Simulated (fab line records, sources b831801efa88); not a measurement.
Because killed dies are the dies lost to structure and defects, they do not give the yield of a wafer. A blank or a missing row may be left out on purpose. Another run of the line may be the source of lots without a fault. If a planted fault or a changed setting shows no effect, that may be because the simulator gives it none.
Which tool was responsible? / flow sky130 / Sampling: 24 lots, 72 wafers, 6 of 708 route steps

WHAT THE GAUGES READ, wafer by wafer
SKY_FIELD_ISO_THK_MEAS_04.
lot=L074; measured=day 1 15:29; on=film metro-04; FIELD_ISO_CVD_03_THK (nm)=162.4 161.2 162.7
lot=L075; measured=day 1 18:39; on=film metro-04; FIELD_ISO_CVD_03_THK (nm)=161.3 161.2 160.8
lot=L076; measured=day 2 00:23; on=film metro-01; FIELD_ISO_CVD_03_THK (nm)=164.3 164.6 164.9
lot=L077; measured=day 2 05:19; on=film metro-04; FIELD_ISO_CVD_03_THK (nm)=160.8 161.0 160.4
lot=L078; measured=day 2 09:41; on=film metro-04; FIELD_ISO_CVD_03_THK (nm)=163.5 165.2 163.9
lot=L079; measured=day 2 16:10; on=film metro-04; FIELD_ISO_CVD_03_THK (nm)=166.1 164.5 164.7
lot=L080; measured=day 2 20:34; on=film metro-04; FIELD_ISO_CVD_03_THK (nm)=167.1 165.0 164.1
lot=L081; measured=day 3 02:18; on=film metro-02; FIELD_ISO_CVD_03_THK (nm)=164.6 165.5 164.4
lot=L082; measured=day 3 07:59; on=film metro-02; FIELD_ISO_CVD_03_THK (nm)=165.2 165.4 166.2
lot=L083; measured=day 3 11:39; on=film metro-02; FIELD_ISO_CVD_03_THK (nm)=165.0 167.0 165.0
lot=L084; measured=day 3 16:30; on=film metro-04; FIELD_ISO_CVD_03_THK (nm)=164.2 163.7 163.7
lot=L085; measured=day 3 22:56; on=film metro-01; FIELD_ISO_CVD_03_THK (nm)=162.7 162.5 163.1
lot=L086; measured=day 4 02:05; on=film metro-01; FIELD_ISO_CVD_03_THK (nm)=162.3 163.6 163.6
lot=L087; measured=day 4 07:09; on=film metro-01; FIELD_ISO_CVD_03_THK (nm)=165.0 165.1 163.9
lot=L088; measured=day 4 12:06; on=film metro-02; FIELD_ISO_CVD_03_THK (nm)=164.1 164.7 163.4
lot=L089; measured=day 4 17:49; on=film metro-01; FIELD_ISO_CVD_03_THK (nm)=163.1 164.5 163.7
lot=L090; measured=day 5 00:20; on=film metro-01; FIELD_ISO_CVD_03_THK (nm)=163.2 164.4 162.8
lot=L091; measured=day 5 03:29; on=film metro-04; FIELD_ISO_CVD_03_THK (nm)=163.9 162.8 163.3
lot=L092; measured=day 5 08:23; on=film metro-04; FIELD_ISO_CVD_03_THK (nm)=165.8 166.0 164.7
lot=L093; measured=day 5 12:49; on=film metro-01; FIELD_ISO_CVD_03_THK (nm)=167.3 165.4 165.9
lot=L094; measured=day 5 17:29; on=film metro-04; FIELD_ISO_CVD_03_THK (nm)=167.8 168.0 167.2
lot=L095; measured=day 6 00:14; on=film metro-01; FIELD_ISO_CVD_03_THK (nm)=165.1 165.1 165.1
lot=L096; measured=day 6 07:35; on=film metro-01; FIELD_ISO_CVD_03_THK (nm)=165.2 166.3 164.7
lot=L097; measured=day 6 14:07; on=film metro-01; FIELD_ISO_CVD_03_THK (nm)=164.5 166.0 166.0

SKY_NWELL_OVL_MEAS_23.
lot=L074; measured=day 5 13:23; on=overlay-02; NWELL_01_OVL (nm)=-0.6 -1.6 -2.1
lot=L075; measured=day 5 14:41; on=overlay-02; NWELL_01_OVL (nm)=1.4 -0.8 0.9
lot=L076; measured=day 6 00:06; on=overlay-02; NWELL_01_OVL (nm)=-1.6 -2.2 -2.7
lot=L077; measured=day 6 06:29; on=overlay-02; NWELL_01_OVL (nm)=-0.9 0.4 0.3
lot=L078; measured=day 6 11:07; on=overlay-01; NWELL_01_OVL (nm)=-0.6 -0.7 -0.2
lot=L079; measured=day 6 17:28; on=overlay-01; NWELL_01_OVL (nm)=-0.8 -0.6 -0.1
lot=L080; measured=day 6 21:17; on=overlay-02; NWELL_01_OVL (nm)=-2.6 -2.5 -2.3
lot=L081; measured=day 7 03:34; on=overlay-01; NWELL_01_OVL (nm)=-1.7 -2.2 -2.1
lot=L082; measured=day 7 09:49; on=overlay-02; NWELL_01_OVL (nm)=-0.9 -2.9 -2.0
lot=L083; measured=day 7 14:58; on=overlay-02; NWELL_01_OVL (nm)=-0.7 0.3 1.4
lot=L084; measured=day 7 20:47; on=overlay-02; NWELL_01_OVL (nm)=-3.4 -2.1 -2.6
lot=L085; measured=day 8 07:37; on=overlay-02; NWELL_01_OVL (nm)=-3.5 -2.4 -0.8
lot=L086; measured=day 8 09:14; on=overlay-02; NWELL_01_OVL (nm)=2.2 3.6 0.6
lot=L087; measured=day 8 14:31; on=overlay-02; NWELL_01_OVL (nm)=-1.0 -1.0 -1.9
lot=L088; measured=day 8 22:52; on=overlay-01; NWELL_01_OVL (nm)=-1.8 -1.4 -0.5
lot=L089; measured=day 9 04:14; on=overlay-02; NWELL_01_OVL (nm)=0.0 1.2 0.2
lot=L090; measured=day 9 12:07; on=overlay-01; NWELL_01_OVL (nm)=-1.6 -0.4 -1.1
lot=L091; measured=day 9 20:19; on=overlay-01; NWELL_01_OVL (nm)=-0.8 0.5 -1.1
lot=L092; measured=day 10 03:02; on=overlay-01; NWELL_01_OVL (nm)=-3.3 0.1 -3.0
lot=L093; measured=day 10 04:41; on=overlay-01; NWELL_01_OVL (nm)=0.7 -0.9 -1.9
lot=L094; measured=day 10 12:01; on=overlay-01; NWELL_01_OVL (nm)=-0.6 -1.3 -0.6
lot=L095; measured=day 10 18:10; on=overlay-02; NWELL_01_OVL (nm)=-1.8 -0.7 -2.1
lot=L096; measured=day 11 03:20; on=overlay-02; NWELL_01_OVL (nm)=-2.0 -2.9 -1.3
lot=L097; measured=day 11 12:26; on=overlay-02; NWELL_01_OVL (nm)=-2.1 -3.0 -2.6

SKY_NWELL_RS_MEAS_29: uses a four-point probe to measure.
lot=L074; measured=day 5 13:56; on=film metro-04; NWELL_RS (ohm/sq)=620.5 620.3 617.1
lot=L075; measured=day 5 15:13; on=film metro-02; NWELL_RS (ohm/sq)=619.2 619.2 618.6
lot=L076; measured=day 6 00:37; on=film metro-04; NWELL_RS (ohm/sq)=620.0 620.2 620.6
lot=L077; measured=day 6 06:59; on=film metro-04; NWELL_RS (ohm/sq)=621.0 616.7 619.3
lot=L078; measured=day 6 11:39; on=film metro-03; NWELL_RS (ohm/sq)=620.2 620.0 618.1
lot=L079; measured=day 6 17:58; on=film metro-02; NWELL_RS (ohm/sq)=621.6 620.3 621.6
lot=L080; measured=day 6 21:49; on=film metro-04; NWELL_RS (ohm/sq)=620.4 618.9 619.5
lot=L081; measured=day 7 04:05; on=film metro-04; NWELL_RS (ohm/sq)=621.0 620.5 623.1
lot=L082; measured=day 7 10:21; on=film metro-02; NWELL_RS (ohm/sq)=617.7 618.2 618.7
lot=L083; measured=day 7 15:28; on=film metro-03; NWELL_RS (ohm/sq)=621.0 618.4 621.5
lot=L084; measured=day 7 21:17; on=film metro-02; NWELL_RS (ohm/sq)=620.4 621.1 619.2
lot=L085; measured=day 8 08:07; on=film metro-03; NWELL_RS (ohm/sq)=620.5 619.9 620.9
lot=L086; measured=day 8 09:44; on=film metro-03; NWELL_RS (ohm/sq)=619.9 618.3 619.9
lot=L087; measured=day 8 15:02; on=film metro-02; NWELL_RS (ohm/sq)=621.3 619.7 621.5
lot=L088; measured=day 8 23:23; on=film metro-03; NWELL_RS (ohm/sq)=621.1 617.9 618.5
lot=L089; measured=day 9 04:45; on=film metro-02; NWELL_RS (ohm/sq)=618.3 617.8 619.8
lot=L090; measured=day 9 12:37; on=film metro-02; NWELL_RS (ohm/sq)=618.4 620.5 620.2
lot=L091; measured=day 9 20:49; on=film metro-04; NWELL_RS (ohm/sq)=619.9 617.8 619.0
lot=L092; measured=day 10 03:34; on=film metro-04; NWELL_RS (ohm/sq)=622.4 622.3 622.8
lot=L093; measured=day 10 05:15; on=film metro-02; NWELL_RS (ohm/sq)=618.9 619.8 620.1
lot=L094; measured=day 10 12:31; on=film metro-04; NWELL_RS (ohm/sq)=618.9 619.4 618.9
lot=L095; measured=day 10 18:40; on=film metro-04; NWELL_RS (ohm/sq)=619.9 620.9 621.5
lot=L096; measured=day 11 03:50; on=film metro-03; NWELL_RS (ohm/sq)=619.3 618.8 618.0
lot=L097; measured=day 11 12:56; on=film metro-04; NWELL_RS (ohm/sq)=620.3 623.5 620.6

SKY_POLY_GATE_CD_MEAS_22.
lot=L074; measured=day 17 06:47; on=cd sem-01; cd nm (nm)=149.6 149.7 154.4
lot=L075; measured=day 17 10:37; on=cd sem-01; cd nm (nm)=148.9 149.1 146.9
lot=L076; measured=day 18 01:05; on=cd sem-02; cd nm (nm)=150.1 150.7 152.2
lot=L077; measured=day 18 11:08; on=cd sem-02; cd nm (nm)=147.5 145.4 145.0
lot=L078; measured=day 18 16:50; on=cd sem-01; cd nm (nm)=150.2 151.7 151.4
lot=L079; measured=day 19 03:06; on=cd sem-02; cd nm (nm)=154.4 152.0 151.0
lot=L080; measured=day 19 11:15; on=cd sem-02; cd nm (nm)=152.6 150.9 154.8
lot=L081; measured=day 19 22:15; on=cd sem-01; cd nm (nm)=148.9 148.0 148.6
lot=L082; measured=day 20 08:39; on=cd sem-01; cd nm (nm)=153.4 154.4 154.9
lot=L083; measured=day 20 12:38; on=cd sem-02; cd nm (nm)=147.9 145.3 146.4
lot=L084; measured=day 20 19:53; on=cd sem-02; cd nm (nm)=151.6 150.4 146.5
lot=L085; measured=day 21 08:33; on=cd sem-01; cd nm (nm)=152.3 152.6 150.6
lot=L086; measured=day 21 09:48; on=cd sem-02; cd nm (nm)=144.5 147.1 147.9
lot=L087; measured=day 22 07:02; on=cd sem-01; cd nm (nm)=149.2 149.3 146.7
lot=L088; measured=day 22 09:42; on=cd sem-01; cd nm (nm)=151.2 147.4 150.4
lot=L089; measured=day 22 14:09; on=cd sem-01; cd nm (nm)=152.9 151.4 150.5
lot=L090; measured=day 22 22:48; on=cd sem-01; cd nm (nm)=149.4 148.9 149.4
lot=L091; measured=day 23 09:11; on=cd sem-01; cd nm (nm)=146.8 152.3 147.2
lot=L092; measured=day 23 22:35; on=cd sem-01; cd nm (nm)=150.3 148.5 152.9
lot=L093; measured=day 23 23:38; on=cd sem-01; cd nm (nm)=151.1 150.2 150.0
lot=L094; measured=day 24 05:28; on=cd sem-02; cd nm (nm)=150.7 154.0 149.9
lot=L095; measured=day 24 13:02; on=cd sem-02; cd nm (nm)=149.4 147.3 146.6
lot=L096; measured=day 25 02:12; on=cd sem-01; cd nm (nm)=151.1 148.0 152.1
lot=L097; measured=day 25 10:49; on=cd sem-02; cd nm (nm)=151.7 153.4 145.3

TOOL THAT RAN EACH LOT (tool first, then ch and the chambers of the sampled wafers, then the start)
lot=L074; SKY_FIELD_ISO_STRIP_16=plasma asher-03 ch 0,1, day 2 07:07; SKY_VT_ADJUST_LVTN_STRIP_09=plasma asher-02 ch 0,1, day 7 04:07
lot=L075; SKY_FIELD_ISO_STRIP_16=plasma asher-01 ch 0,1, day 2 09:44; SKY_VT_ADJUST_LVTN_STRIP_09=plasma asher-04 ch 0,1, day 7 07:05
lot=L076; SKY_FIELD_ISO_STRIP_16=plasma asher-01 ch 0,1, day 2 16:22; SKY_VT_ADJUST_LVTN_STRIP_09=plasma asher-01 ch 0,1, day 7 17:08
lot=L077; SKY_FIELD_ISO_STRIP_16=plasma asher-01 ch 0,1, day 2 21:46; SKY_VT_ADJUST_LVTN_STRIP_09=plasma asher-04 ch 1, day 7 23:52
lot=L078; SKY_FIELD_ISO_STRIP_16=plasma asher-01 ch 0,1, day 3 02:01; SKY_VT_ADJUST_LVTN_STRIP_09=plasma asher-04 ch 0,1, day 8 04:58
lot=L079; SKY_FIELD_ISO_STRIP_16=plasma asher-03 ch 0,1, day 3 08:25; SKY_VT_ADJUST_LVTN_STRIP_09=plasma asher-02 ch 0,1, day 8 11:07
lot=L080; SKY_FIELD_ISO_STRIP_16=plasma asher-03 ch 0,1, day 3 12:46; SKY_VT_ADJUST_LVTN_STRIP_09=plasma asher-01 ch 0,1, day 8 16:59
lot=L081; SKY_FIELD_ISO_STRIP_16=plasma asher-04 ch 1, day 3 19:14; SKY_VT_ADJUST_LVTN_STRIP_09=plasma asher-04 ch 0,1, day 8 22:43
lot=L082; SKY_FIELD_ISO_STRIP_16=plasma asher-03 ch 0,1, day 4 00:31; SKY_VT_ADJUST_LVTN_STRIP_09=plasma asher-02 ch 0,1, day 9 05:17
lot=L083; SKY_FIELD_ISO_STRIP_16=plasma asher-01 ch 0,1, day 4 04:20; SKY_VT_ADJUST_LVTN_STRIP_09=plasma asher-04 ch 0,1, day 9 11:52
lot=L084; SKY_FIELD_ISO_STRIP_16=plasma asher-01 ch 0,1, day 4 09:50; SKY_VT_ADJUST_LVTN_STRIP_09=plasma asher-01 ch 0,1, day 9 18:07
lot=L085; SKY_FIELD_ISO_STRIP_16=plasma asher-04 ch 0,1, day 4 16:35; SKY_VT_ADJUST_LVTN_STRIP_09=plasma asher-01 ch 0,1, day 10 05:30
lot=L086; SKY_FIELD_ISO_STRIP_16=plasma asher-04 ch 0,1, day 4 19:41; SKY_VT_ADJUST_LVTN_STRIP_09=plasma asher-02 ch 0,1, day 10 07:39
lot=L087; SKY_FIELD_ISO_STRIP_16=plasma asher-01 ch 0,1, day 5 00:51; SKY_VT_ADJUST_LVTN_STRIP_09=plasma asher-04 ch 0,1, day 10 12:34
lot=L088; SKY_FIELD_ISO_STRIP_16=plasma asher-01 ch 0,1, day 5 06:11; SKY_VT_ADJUST_LVTN_STRIP_09=plasma asher-02 ch 1, day 10 23:07
lot=L089; SKY_FIELD_ISO_STRIP_16=plasma asher-03 ch 1, day 5 11:55; SKY_VT_ADJUST_LVTN_STRIP_09=plasma asher-04 ch 0,1, day 11 05:07
lot=L090; SKY_FIELD_ISO_STRIP_16=plasma asher-01 ch 0,1, day 5 18:50; SKY_VT_ADJUST_LVTN_STRIP_09=plasma asher-01 ch 0,1, day 11 12:36
lot=L091; SKY_FIELD_ISO_STRIP_16=plasma asher-03 ch 0,1, day 5 21:50; SKY_VT_ADJUST_LVTN_STRIP_09=plasma asher-01 ch 0,1, day 11 21:39
lot=L092; SKY_FIELD_ISO_STRIP_16=plasma asher-01 ch 0,1, day 6 03:19; SKY_VT_ADJUST_LVTN_STRIP_09=plasma asher-01 ch 0,1, day 12 05:17
lot=L093; SKY_FIELD_ISO_STRIP_16=plasma asher-03 ch 0,1, day 6 07:26; SKY_VT_ADJUST_LVTN_STRIP_09=plasma asher-04 ch 0,1, day 12 07:27
lot=L094; SKY_FIELD_ISO_STRIP_16=plasma asher-03 ch 0,1, day 6 12:20; SKY_VT_ADJUST_LVTN_STRIP_09=plasma asher-02 ch 0,1, day 12 15:19
lot=L095; SKY_FIELD_ISO_STRIP_16=plasma asher-04 ch 1, day 6 19:14; SKY_VT_ADJUST_LVTN_STRIP_09=plasma asher-01 ch 0,1, day 12 21:58
lot=L096; SKY_FIELD_ISO_STRIP_16=plasma asher-04 ch 0,1, day 7 03:01; SKY_VT_ADJUST_LVTN_STRIP_09=plasma asher-01 ch 0,1, day 13 08:01
lot=L097; SKY_FIELD_ISO_STRIP_16=plasma asher-03 ch 0,1, day 7 09:46; SKY_VT_ADJUST_LVTN_STRIP_09=plasma asher-04 ch 0,1, day 13 17:28
- SKY_FIELD_ISO_STRIP_16: strips in O2/N2.
- SKY_VT_ADJUST_LVTN_STRIP_09: strips in O2/N2.

WHAT THE TOOLS THEMSELVES READ (means of the sampled wafers that have a number; where no wafer has one, the mark that the record gives instead)
SKY_FIELD_ISO_STRIP_16.
lot=L074; tool=plasma asher-03; drypump motor current A (A)=5.52; oes product au (a.u.)=0.379; strip time to endpoint s (s)=3.53
lot=L075; tool=plasma asher-01; drypump motor current A (A)=5.93; oes product au (a.u.)=0.384; strip time to endpoint s (s)=3.59
lot=L076; tool=plasma asher-01; drypump motor current A (A)=5.86; oes product au (a.u.)=0.377; strip time to endpoint s (s)=3.50
lot=L077; tool=plasma asher-01; drypump motor current A (A)=5.92; oes product au (a.u.)=0.378; strip time to endpoint s (s)=3.55
lot=L078; tool=plasma asher-01; drypump motor current A (A)=5.86; oes product au (a.u.)=0.380; strip time to endpoint s (s)=3.56
lot=L079; tool=plasma asher-03; drypump motor current A (A)=5.41; oes product au (a.u.)=0.376; strip time to endpoint s (s)=3.55
lot=L080; tool=plasma asher-03; drypump motor current A (A)=5.51; oes product au (a.u.)=0.375; strip time to endpoint s (s)=3.53
lot=L081; tool=plasma asher-04; drypump motor current A (A)=5.86; oes product au (a.u.)=0.376; strip time to endpoint s (s)=3.58
lot=L082; tool=plasma asher-03; drypump motor current A (A)=5.41; oes product au (a.u.)=0.379; strip time to endpoint s (s)=3.58
lot=L083; tool=plasma asher-01; drypump motor current A (A)=5.85; oes product au (a.u.)=0.378; strip time to endpoint s (s)=3.53
lot=L084; tool=plasma asher-01; drypump motor current A (A)=5.92; oes product au (a.u.)=0.379; strip time to endpoint s (s)=3.53
lot=L085; tool=plasma asher-04; drypump motor current A (A)=5.39; oes product au (a.u.)=0.382; strip time to endpoint s (s)=3.53
lot=L086; tool=plasma asher-04; drypump motor current A (A)=5.65; oes product au (a.u.)=0.377; strip time to endpoint s (s)=3.53
lot=L087; tool=plasma asher-01; drypump motor current A (A)=5.86; oes product au (a.u.)=0.378; strip time to endpoint s (s)=3.54
lot=L088; tool=plasma asher-01; drypump motor current A (A)=5.92; oes product au (a.u.)=0.377; strip time to endpoint s (s)=3.52
lot=L089; tool=plasma asher-03; drypump motor current A (A)=5.60; oes product au (a.u.)=0.380; strip time to endpoint s (s)=3.54
lot=L090; tool=plasma asher-01; drypump motor current A (A)=5.93; oes product au (a.u.)=0.379; strip time to endpoint s (s)=3.55
lot=L091; tool=plasma asher-03; drypump motor current A (A)=5.42; oes product au (a.u.)=0.384; strip time to endpoint s (s)=3.55
lot=L092; tool=plasma asher-01; drypump motor current A (A)=5.86; oes product au (a.u.)=0.377; strip time to endpoint s (s)=3.53
lot=L093; tool=plasma asher-03; drypump motor current A (A)=5.50; oes product au (a.u.)=0.377; strip time to endpoint s (s)=3.58
lot=L094; tool=plasma asher-03; drypump motor current A (A)=5.40; oes product au (a.u.)=0.381; strip time to endpoint s (s)=3.62
lot=L095; tool=plasma asher-04; drypump motor current A (A)=5.86; oes product au (a.u.)=0.377; strip time to endpoint s (s)=3.57
lot=L096; tool=plasma asher-04; drypump motor current A (A)=5.37; oes product au (a.u.)=0.375; strip time to endpoint s (s)=3.57
lot=L097; tool=plasma asher-03; drypump motor current A (A)=5.42; oes product au (a.u.)=0.375; strip time to endpoint s (s)=3.53

SKY_VT_ADJUST_LVTN_STRIP_09.
lot=L074; tool=plasma asher-02; drypump motor current A (A)=5.8; oes product au (a.u.)=0.726; strip time to endpoint s (s)=36.89
lot=L075; tool=plasma asher-04; drypump motor current A (A)=5.6; oes product au (a.u.)=0.724; strip time to endpoint s (s)=37.00
lot=L076; tool=plasma asher-01; drypump motor current A (A)=5.9; oes product au (a.u.)=0.721; strip time to endpoint s (s)=36.80
lot=L077; tool=plasma asher-04; drypump motor current A (A)=5.9; oes product au (a.u.)=0.726; strip time to endpoint s (s)=37.15
lot=L078; tool=plasma asher-04; drypump motor current A (A)=5.6; oes product au (a.u.)=0.723; strip time to endpoint s (s)=36.75
lot=L079; tool=plasma asher-02; drypump motor current A (A)=5.9; oes product au (a.u.)=0.723; strip time to endpoint s (s)=36.93
lot=L080; tool=plasma asher-01; drypump motor current A (A)=5.9; oes product au (a.u.)=0.722; strip time to endpoint s (s)=37.01
lot=L081; tool=plasma asher-04; drypump motor current A (A)=5.6; oes product au (a.u.)=0.725; strip time to endpoint s (s)=36.75
lot=L082; tool=plasma asher-02; drypump motor current A (A)=5.9; oes product au (a.u.)=0.724; strip time to endpoint s (s)=37.07
lot=L083; tool=plasma asher-04; drypump motor current A (A)=5.4; oes product au (a.u.)=0.721; strip time to endpoint s (s)=36.88
lot=L084; tool=plasma asher-01; drypump motor current A (A)=5.9; oes product au (a.u.)=0.717; strip time to endpoint s (s)=37.06
lot=L085; tool=plasma asher-01; drypump motor current A (A)=5.9; oes product au (a.u.)=0.723; strip time to endpoint s (s)=37.04
lot=L086; tool=plasma asher-02; drypump motor current A (A)=5.7; oes product au (a.u.)=0.725; strip time to endpoint s (s)=37.02
lot=L087; tool=plasma asher-04; drypump motor current A (A)=5.6; oes product au (a.u.)=0.722; strip time to endpoint s (s)=37.08
lot=L088; tool=plasma asher-02; drypump motor current A (A)=5.6; oes product au (a.u.)=0.720; strip time to endpoint s (s)=36.85
lot=L089; tool=plasma asher-04; drypump motor current A (A)=5.6; oes product au (a.u.)=0.718; strip time to endpoint s (s)=36.92
lot=L090; tool=plasma asher-01; drypump motor current A (A)=5.9; oes product au (a.u.)=0.718; strip time to endpoint s (s)=37.01
lot=L091; tool=plasma asher-01; drypump motor current A (A)=5.9; oes product au (a.u.)=0.724; strip time to endpoint s (s)=37.06
lot=L092; tool=plasma asher-01; drypump motor current A (A)=5.9; oes product au (a.u.)=0.725; strip time to endpoint s (s)=36.89
lot=L093; tool=plasma asher-04; drypump motor current A (A)=5.6; oes product au (a.u.)=0.722; strip time to endpoint s (s)=37.09
lot=L094; tool=plasma asher-02; drypump motor current A (A)=5.9; oes product au (a.u.)=0.725; strip time to endpoint s (s)=37.05
lot=L095; tool=plasma asher-01; drypump motor current A (A)=5.9; oes product au (a.u.)=0.723; strip time to endpoint s (s)=37.01
lot=L096; tool=plasma asher-01; drypump motor current A (A)=5.9; oes product au (a.u.)=0.719; strip time to endpoint s (s)=36.86
lot=L097; tool=plasma asher-04; drypump motor current A (A)=5.4; oes product au (a.u.)=0.721; strip time to endpoint s (s)=36.93

THE ANSWER, worked out from the rows above alone
Rule: the usual values come from the lots themselves. The widest of any qualifying gaps counts: lots, ordered by their means at a reading, are off when they make up no more than a third of the lots, leave a main group of 4 or more, and stand apart from it by 3 or more times the standard deviation of that group's means. A main group is skipped when, at the precision printed for the reading in the tables above, its means are all equal. Also off: a lot with no number at a reading for which 4 or more lots have one. Where the step has rows for the other lots, those lots are counted as sound. Order of review: gauges by route order, followed by the tools' own readings, for which a lot's mean as printed above is used. At the first step where some lot is off, the reading lying furthest off is the one used; lots without a number count as furthest.
Nothing can be told from this: no lot is off at any reading shown.

WHAT THE SIMULATOR HAD INSERTED
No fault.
